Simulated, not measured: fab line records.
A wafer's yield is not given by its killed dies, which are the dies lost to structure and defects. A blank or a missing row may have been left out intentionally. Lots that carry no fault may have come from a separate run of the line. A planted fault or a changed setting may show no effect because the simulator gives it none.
What tool caused it? | flow sky130 | Sampling: 14 lots, 42 wafers, 3 of 708 route steps

## WHAT THE GAUGES READ, wafer by wafer
SKY_POLY_GATE_CD_MEAS_13: target cd 150 nm. Usual: cd-nm 149.4 nm, standard deviation 1.5.
lot  | measured     | on        | cd-nm (nm)        | flag
L349 | day 16 14:11 | cd-sem-01 | 148.4 148.8 148.3 |
L350 | day 16 14:26 | cd-sem-01 | 150.9 149.4 151.8 |
L353 | day 17 16:30 | cd-sem-02 | 150.9 150.9 152.3 |
L354 | day 18 12:00 | cd-sem-02 | 146.7 145.6 147.2 |
L358 | day 19 21:33 | cd-sem-01 | 148.7 150.2 149.5 |
L359 | day 20 07:18 | cd-sem-02 | 147.8 148.9 148.1 |
L362 | day 21 10:44 | cd-sem-02 | 149.0 147.5 149.0 |
L366 | day 22 18:09 | cd-sem-02 | 150.3 151.2 150.3 |
L367 | day 23 04:46 | cd-sem-01 | 149.0 149.5 149.4 |
L368 | day 23 11:55 | cd-sem-01 | 148.4 149.4 148.9 |
L369 | day 23 15:34 | cd-sem-02 | 150.5 148.7 149.2 |
L370 | day 23 21:36 | cd-sem-01 | 150.1 150.7 150.1 |
L371 | day 24 07:04 | cd-sem-01 | 148.8 148.0 149.5 |
L372 | day 24 15:07 | cd-sem-01 | 150.2 151.1 149.0 |

SKY_POLY_GATE_CD_MEAS_22. Usual: cd-nm 150 nm, standard deviation 3.4.
lot  | measured     | on        | cd-nm (nm)  | flag
L349 | day 16 16:03 | cd-sem-02 | 156 152 152 |
L350 | day 16 16:23 | cd-sem-01 | 151 155 147 |
L353 | day 17 19:08 | cd-sem-01 | 150 151 152 |
L354 | day 18 14:51 | cd-sem-01 | 151 151 146 |
L358 | day 19 23:50 | cd-sem-02 | 153 147 156 |
L359 | day 20 09:25 | cd-sem-01 | 150 148 142 |
L362 | day 21 12:37 | cd-sem-02 | 150 150 148 |
L366 | day 22 20:01 | cd-sem-02 | 153 154 153 |
L367 | day 23 07:28 | cd-sem-02 | 149 146 147 |
L368 | day 23 13:53 | cd-sem-01 | 147 147 157 |
L369 | day 23 17:25 | cd-sem-01 | 148 150 150 |
L370 | day 23 23:29 | cd-sem-02 | 153 153 151 |
L371 | day 24 08:56 | cd-sem-02 | 151 147 146 |
L372 | day 24 17:32 | cd-sem-01 | 153 153 152 |

SKY_LDD_N_OVL_MEAS_07. Usual: LDD_N_OVL gives -0.4 nm (standard deviation 1.4).
lot  | measured     | on         | LDD_N_OVL (nm) | flag
L349 | day 17 20:55 | overlay-01 | -1.6 -1.9 -1.7 |
L350 | day 17 21:13 | overlay-01 | -0.7 -1.1 -3.4 |
L353 | day 19 00:34 | overlay-02 | -0.1 0.3 -0.4  |
L354 | day 19 21:51 | overlay-02 | -0.7 0.9 -0.2  |
L358 | day 21 05:49 | overlay-02 | 1.4 0.3 1.6    |
L359 | day 21 15:49 | overlay-02 | -2.8 -1.1 -1.5 |
L362 | day 22 19:10 | overlay-01 | 1.1 -0.9 -1.8  |
L366 | day 24 02:04 | overlay-02 | -0.4 -0.2 -1.1 |
L367 | day 24 13:52 | overlay-01 | 1.8 2.2 1.6    |
L368 | day 24 19:37 | overlay-01 | -1.5 -0.6 0.0  |
L369 | day 24 22:45 | overlay-01 | 0.1 -1.2 -3.1  |
L370 | day 25 04:47 | overlay-02 | -0.9 1.7 0.2   |
L371 | day 25 15:04 | overlay-02 | -0.6 -0.1 -2.8 |
L372 | day 25 23:17 | overlay-01 | 0.6 0.5 -2.0   |

## EACH LOT AND THE TOOL THAT RAN IT (in order: tool; ch and the chambers of the sampled wafers; start)
There is no process step in the record ahead of these readings.

## AS READ BY THE TOOLS THEMSELVES (means over the sampled wafers that have a number; for cases with no such wafer, the mark the record gives instead)
The record holds no such reading with a usual standard deviation.

## THE ANSWER, worked out from the rows above alone
Rule: take the mean of a lot's wafers that have a number; if it is more than 3 standard deviations from the usual mean, the lot is off. Also off: a lot with no number at a reading for which 4 or more lots have one. Where the step has rows for the other lots, those lots are counted as sound. After the gauges, taken in route order, come the tools' own readings; for these a lot's mean is taken, as printed above. At the first step where some lot is off, the reading lying furthest off is the one used; lots without a number count as furthest.
No lot is off on any of the readings shown, so nothing can be concluded from this.

## WHAT THE SIMULATOR HAD PUT IN
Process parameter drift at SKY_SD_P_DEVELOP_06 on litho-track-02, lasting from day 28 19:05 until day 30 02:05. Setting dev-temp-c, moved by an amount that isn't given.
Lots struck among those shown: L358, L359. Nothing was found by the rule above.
